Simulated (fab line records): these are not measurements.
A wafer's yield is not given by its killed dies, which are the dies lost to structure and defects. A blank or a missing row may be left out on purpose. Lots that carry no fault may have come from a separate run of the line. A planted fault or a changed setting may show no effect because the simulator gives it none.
Check for tools in common    flow gf180mcu    42 wafers sampled across 14 lots

WHAT PROMPTED THE OPENING
At GF_DNWELL_TW_MEAS_09 the reading DNWELL_TW is flagged on 2 of 14 lots. Wafers without a fault read 1342, standard deviation 12.
Rule: flag the lot when none of its wafers has a number, or when each of its wafers that has one lies beyond 4 standard deviations from that mean. All remaining lots are regarded as sound.

lot   measured     on             DNWELL_TW, wafer by wafer  flag
L801  day 2 19:56  film metro-03  1358 1361 1368             
L802  day 2 23:49  film metro-04  1335 1329 1327             
L803  day 3 06:48  film metro-04  1327 1341 1329             
L804  day 3 11:13  film metro-04  1335 1328 1332             
L805  day 3 14:41  film metro-03  1355 1352 1358             
L806  day 3 22:57  film metro-04  1338 1330 1326             
L807  day 4 02:24  film metro-03  1361 1367 1364             
L808  day 4 08:18  film metro-04  1328 1328 1330             
L811  day 5 01:24  film metro-04  1514 1508 1512             FLAGGED
L812  day 5 05:47  film metro-03  1361 1366 1365             
L813  day 5 09:48  film metro-02  1534 1534 1537             FLAGGED
L819  day 6 18:31  film metro-04  1335 1336 1343             
L822  day 7 10:35  film metro-02  1351 1344 1347             
L823  day 7 15:15  film metro-04  1323 1321 1329             
Average over the flagged lots: 1523; offset from the usual +181, equal to +15 standard deviations.

WHICH TOOL RAN EACH LOT
The record keeps 1 process step preceding the reading, out of 602 steps on the route. Each cell gives the tool, then ch followed by the chambers the sampled wafers passed through, then the start.
lot   flag     GF_DNWELL_IMPLANT_07
L801           implanter-02 ch 0, day 2 19:42
L802           implanter-02 ch 0, day 2 23:35
L803           implanter-04 ch 0, day 3 06:33
L804           implanter-01 ch 0, day 3 11:00
L805           implanter-01 ch 0, day 3 14:27
L806           implanter-01 ch 0, day 3 22:43
L807           implanter-01 ch 0, day 4 02:11
L808           implanter-04 ch 0, day 4 08:05
L811  FLAGGED  implanter-01 ch 0, day 5 01:11
L812           implanter-02 ch 0, day 5 05:32
L813  FLAGGED  implanter-01 ch 0, day 5 09:33
L819           implanter-02 ch 0, day 6 18:18
L822           implanter-04 ch 0, day 7 10:21
L823           implanter-02 ch 0, day 7 15:00
What is done by these steps:
- GF_DNWELL_IMPLANT_07
- GF_DNWELL_TW_MEAS_09

FLAGGED AGAINST TOTAL, ONE TOOL AT A TIME (gauges that did the reading follow at the end)
step                  tool           lots run  flagged  share of the flagged lots  sound lots run after its first flagged lot
GF_DNWELL_IMPLANT_07  implanter-01   6         2        all                        0
GF_DNWELL_IMPLANT_07  implanter-02   5         0        none                       -
GF_DNWELL_IMPLANT_07  implanter-04   3         0        none                       -
GF_DNWELL_TW_MEAS_09  film metro-02  2         1        some                       1 (L822)
GF_DNWELL_TW_MEAS_09  film metro-03  4         0        none                       -
GF_DNWELL_TW_MEAS_09  film metro-04  8         1        some                       2 (L819,L823)

WHAT IS ALLOWED BY THE TABLE
1 row of the table ran every flagged lot: implanter-01 at GF_DNWELL_IMPLANT_07.
- implanter-01 at GF_DNWELL_IMPLANT_07: 2 of its 6 lots flagged. Last sound lot L807 at day 4 02:11, first flagged lot L811 at day 5 01:11; a fault beginning in between fits. Its own readings lie more than 4 standard deviations out on every wafer of the flagged lots: dose ions cm2, faraday current uA.
What remains is a single tool, implanter-01 at GF_DNWELL_IMPLANT_07.

WHAT THE SIMULATOR HAD PUT IN
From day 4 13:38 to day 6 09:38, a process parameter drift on implanter-01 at GF_DNWELL_IMPLANT_07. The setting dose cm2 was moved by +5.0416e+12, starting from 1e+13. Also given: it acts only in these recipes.
Shown lots that were struck: L811, L813. The rule above reached the same finding.
